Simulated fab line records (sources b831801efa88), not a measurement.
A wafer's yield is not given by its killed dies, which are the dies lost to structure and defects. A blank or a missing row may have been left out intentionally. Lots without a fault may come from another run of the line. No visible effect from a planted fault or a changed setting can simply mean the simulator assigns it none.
One fault through the eyes of 2 desks	flow gf180mcu	what lay behind the numbers comes last; until then each desk has only its own

== DESK OF THE TOOL OWNER: implanter-02 ==
GF_MVSD_IMPLANT_09, tool's own readings: per-lot mean of the sampled wafers with a number, covering each lot this tool ran. Marked OUT: a lot whose mean sits more than 4 standard deviations from the usual mean, which makes it out of limits; the brackets give that distance.
Columns: A = dose_ions_cm2 at GF_MVSD_IMPLANT_09, usual 5e+12; B = faraday_current_uA at GF_MVSD_IMPLANT_09, usual 28.2
lot	first seen here	A	B
L144	day 4 16:43	5e+12	28.2
L145	day 4 21:55	5e+12	28.1
L149	day 5 19:54	9e+12 (+99 or more) OUT	48.2 (+33) OUT
L150	day 6 05:49	9e+12 (+99 or more) OUT	48.4 (+34) OUT
L151	day 6 07:25	9e+12 (+99 or more) OUT	49.2 (+35) OUT
L162	day 9 01:22	5e+12	28.5
This desk's verdict: out of limits on L149, L150, L151, starting with L149 at day 5 19:54 (dose_ions_cm2 at GF_MVSD_IMPLANT_09). L144, L145, L162: within limits.

== AT THE METROLOGY DESK ==
What the gauges read, lot by lot, whatever tool the lot ran on: means of the sampled wafers that have a number. Marked OUT: a lot whose mean sits more than 4 standard deviations from the usual mean, which makes it out of limits; the brackets give that distance.
Columns: A = MVSD_OVL at GF_MVSD_OVL_MEAS_07, usual -1.4 nm; B = MVSD_TW at GF_MVSD_TW_MEAS_11, usual 1593; C = MVSD_RS at GF_VT_IMPLANT_RS_MEAS_46, usual 456.4 ohm/sq
lot	first seen here	A	B	C
L144	day 4 16:31	0.1	1582	455.8
L145	day 4 21:43	0.7	1578	457.0
L148	day 5 13:31	-2.6	1592	456.4
L149	day 5 19:43	-1.9	1642 (+5.4) OUT	412.5 (-40) OUT
L150	day 6 05:37	-1.3	1650 (+6.3) OUT	411.7 (-41) OUT
L151	day 6 07:13	-2.9	1635 (+4.6) OUT	412.8 (-40) OUT
L158	day 8 02:25	-1.7	1600	457.5
L160	day 8 12:28	-2.5	1583	456.5
L162	day 9 01:09	0.1	1600	456.0
L163	day 9 06:13	1.1	1599	456.3
L165	day 9 18:25	-2.0	1584	455.5
L166	day 10 01:04	-2.4	1585	456.7
This desk reports L149, L150, L151 out of limits; the earliest was L149 at day 5 20:09 (MVSD_TW at GF_MVSD_TW_MEAS_11). L144, L145, L148, L158, L160, L162, L163, L165, L166: within limits.

== PUT TOGETHER ==
The tool owner's desk could have raised an alarm at day 5 19:54, on L149, L150, L151.
At day 5 20:09 the metrology desk could have sounded an alarm, on L149, L150, L151.
The lots listed all ran GF_MVSD_IMPLANT_09 on implanter-02.

== WHAT THE SIMULATOR PUT IN ==
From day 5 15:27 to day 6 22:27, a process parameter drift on implanter-02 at GF_MVSD_IMPLANT_09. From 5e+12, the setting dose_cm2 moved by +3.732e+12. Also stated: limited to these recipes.
Lots struck among those shown: L149, L150, L151.
Delay (hours) between the fault's onset and each desk's first out-of-limits reading: 4 at the tool owner's desk, 5 at the metrology desk.
